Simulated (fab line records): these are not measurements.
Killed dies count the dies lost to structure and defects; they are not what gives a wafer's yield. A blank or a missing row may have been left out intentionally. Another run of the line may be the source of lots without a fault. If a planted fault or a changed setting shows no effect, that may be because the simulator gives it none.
What tool caused it?    flow sky130    39 wafers from 13 lots sampled at 5 of the route's 708 steps

## WHAT EACH GAUGE READ, for each wafer
SKY_NWELL_OVL_MEAS_23. Usual: NWELL_01_OVL typically reads 0.3 nm, with standard deviation 1.5.
lot   measured      on          NWELL_01_OVL (nm)  flag
L162  day 5 09:02   overlay-01  0.1 1.2 0.5        
L163  day 5 15:02   overlay-01  0.3 2.2 3.8        
L164  day 5 19:31   overlay-02  0.5 0.6 0.5        
L165  day 6 09:40   overlay-01  0.7 -2.2 0.0       
L166  day 6 14:11   overlay-02  1.0 -0.3 1.4       
L169  day 7 08:41   overlay-02  1.7 3.3 1.7        
L171  day 7 12:07   overlay-01  1.9 4.0 3.2        
L176  day 8 18:23   overlay-02  -1.0 -2.9 -1.5     
L177  day 8 23:36   overlay-02  -0.4 -0.8 0.9      
L180  day 10 02:15  overlay-02  1.6 -2.0 -2.0      
L183  day 10 20:38  overlay-01  1.8 -0.1 0.3       
L184  day 11 01:53  overlay-02  0.1 -0.3 -1.0      
L185  day 11 05:15  overlay-02  -0.1 -1.0 1.8      

SKY_VT_ADJUST_LVTN_TW_MEAS_10. Usual: VT_ADJUST_LVTN_TW typically reads 238.1, with standard deviation 1.5.
lot   measured      on            VT_ADJUST_LVTN_TW  flag
L162  day 6 23:51   filmMetro-03  235.3 236.2 236.0  
L163  day 7 06:23   filmMetro-01  238.1 239.0 239.5  
L164  day 7 10:45   filmMetro-04  239.0 239.5 239.4  
L165  day 8 01:17   filmMetro-01  238.3 239.4 238.5  
L166  day 8 05:26   filmMetro-04  239.2 240.6 240.1  
L169  day 9 02:45   filmMetro-01  239.7 239.2 238.7  
L171  day 9 06:56   filmMetro-04  239.0 239.4 238.3  
L176  day 10 13:52  filmMetro-03  221.2 221.7 222.1  OFF
L177  day 10 21:41  filmMetro-03  221.5 219.7 220.1  OFF
L180  day 12 01:22  filmMetro-03  237.1 238.2 239.0  
L183  day 12 20:17  filmMetro-03  237.8 237.5 238.5  
L184  day 13 02:56  filmMetro-04  238.0 236.8 237.8  
L185  day 13 05:59  filmMetro-03  236.6 236.6 237.7  

SKY_SONOS_TUNNEL_TW_MEAS_12. Usual: SONOS_TUNNEL_TW typically reads 194.5, with standard deviation 0.93.
lot   measured      on            SONOS_TUNNEL_TW    flag
L162  day 11 11:05  filmMetro-01  193.3 194.2 194.3  
L163  day 11 19:17  filmMetro-03  194.8 194.9 195.2  
L164  day 12 01:19  filmMetro-01  193.3 193.1 192.7  
L165  day 12 18:19  filmMetro-03  194.3 193.7 194.1  
L166  day 13 00:04  filmMetro-01  193.8 194.2 194.1  
L169  day 13 23:34  filmMetro-04  193.9 195.4 194.9  
L171  day 14 04:42  filmMetro-01  194.9 194.5 194.6  
L176  day 15 15:59  filmMetro-01  193.3 194.2 193.7  
L177  day 16 00:28  filmMetro-01  194.8 194.8 194.5  
L180  day 17 12:25  filmMetro-01  195.4 196.7 194.8  
L183  day 18 11:25  filmMetro-04  195.9 195.0 195.6  
L184  day 18 19:53  filmMetro-04  194.8 195.8 196.4  
L185  day 18 23:43  filmMetro-01  195.4 195.8 194.7  

SKY_POLY_GATE_OVL_MEAS_14. Usual: POLY_GATE_OVL typically reads 2 nm, with standard deviation 4.6.
lot   measured      on          POLY_GATE_OVL (nm)  flag
L162  day 17 00:58  overlay-02  0 -4 0              
L163  day 17 00:57  overlay-01  1 9 1               
L164  day 17 11:01  overlay-02  2 2 5               
L165  day 18 06:34  overlay-02  4 2 -5              
L166  day 18 06:01  overlay-02  -3 -6 -6            
L169  day 19 06:52  overlay-01  5 -2 10             
L171  day 19 22:23  overlay-01  3 9 5               
L176  day 21 03:33  overlay-01  -5 -7 3             
L177  day 21 12:42  overlay-02  -3 -7 -1            
L180  day 23 03:19  overlay-02  3 15 3              
L183  day 24 06:48  overlay-01  0 -3 -2             
L184  day 24 10:37  overlay-01  5 8 9               
L185  day 24 13:51  overlay-01  -1 -2 -1            

## WHAT TOOL EACH LOT RAN ON (gives the tool, then ch and the chambers of the sampled wafers, and finally the start)
lot   SKY_VT_ADJUST_LVTN_IMPLANT_08
L162  implanter-02 ch 0, day 6 23:37
L163  implanter-03 ch 0, day 7 06:08
L164  implanter-03 ch 0, day 7 10:31
L165  implanter-04 ch 0, day 8 01:02
L166  implanter-04 ch 0, day 8 05:11
L169  implanter-02 ch 0, day 9 02:31
L171  implanter-02 ch 0, day 9 06:43
L176  implanter-02 ch 0, day 10 13:37
L177  implanter-02 ch 0, day 10 21:26
L180  implanter-03 ch 0, day 12 01:07
L183  implanter-04 ch 0, day 12 20:02
L184  implanter-03 ch 0, day 13 02:41
L185  implanter-04 ch 0, day 13 05:44
- SKY_VT_ADJUST_LVTN_IMPLANT_08

## WHAT THE TOOLS THEMSELVES READ (means of the sampled wafers that have a number; where no wafer has one, the mark that the record gives instead)
SKY_VT_ADJUST_LVTN_IMPLANT_08. Usual: doseIonsCm2 1.5698e+12, standard deviation 1.8e+09; faradayCurrentUA 8.87, standard deviation 0.18.
lot   tool          doseIonsCm2  faradayCurrentUA  flag
L162  implanter-02  1.5693e+12   9.00              
L163  implanter-03  1.5685e+12   8.83              
L164  implanter-03  1.5737e+12   8.86              
L165  implanter-04  1.5709e+12   8.83              
L166  implanter-04  1.5709e+12   8.85              
L169  implanter-02  1.5708e+12   9.02              
L171  implanter-02  1.5714e+12   8.91              
L176  implanter-02  1.2506e+12   6.95              OFF
L177  implanter-02  1.2462e+12   6.99              OFF
L180  implanter-03  1.5687e+12   8.80              
L183  implanter-04  1.5700e+12   8.93              
L184  implanter-03  1.5688e+12   8.78              
L185  implanter-04  1.5703e+12   9.04              

## THE ANSWER, worked out from the rows above alone
Rule: lot off if the mean of its wafers having a number is beyond 3 standard deviations from the usual mean. Also off: a lot with no number at a reading for which 4 or more lots have one. The other lots that the step has rows for count as sound. The gauges are gone through in route order, then the tools' own readings, and for those a lot's mean is taken as printed above. The first step at which some lot is off is used, and at that step the reading that is off furthest; a lot without a number counts as furthest.
Off: L176, L177, at SKY_VT_ADJUST_LVTN_TW_MEAS_10 (VT_ADJUST_LVTN_TW).
A tool fits if, at a process step before that reading, it ran every lot that is off, and no sound lot after the first of them. The gauges at SKY_VT_ADJUST_LVTN_TW_MEAS_10 aren't tried: what is off there is off at SKY_VT_ADJUST_LVTN_IMPLANT_08 too, on other tools, and a gauge's error can't cause that. One fits: implanter-02 at SKY_VT_ADJUST_LVTN_IMPLANT_08. A fault onset in the window from L171 (day 9 06:43, its last sound lot) to L176 (day 10 13:37, its first lot off) fits.
The tool's own readings at SKY_VT_ADJUST_LVTN_IMPLANT_08 bear it out: on the lots that are off they differ by more than 5 times the standard deviation of the sound lots' means. doseIonsCm2 reads 1.2484e+12 there against 1.5703e+12 on the sound lots; faradayCurrentUA reads 6.97 there against 8.90 on the sound lots.

## WHAT THE SIMULATOR HAD INSERTED
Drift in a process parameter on implanter-02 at SKY_VT_ADJUST_LVTN_IMPLANT_08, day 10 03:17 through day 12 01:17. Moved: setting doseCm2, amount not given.
Shown lots that were struck: L176, L177. The rule above found the same.
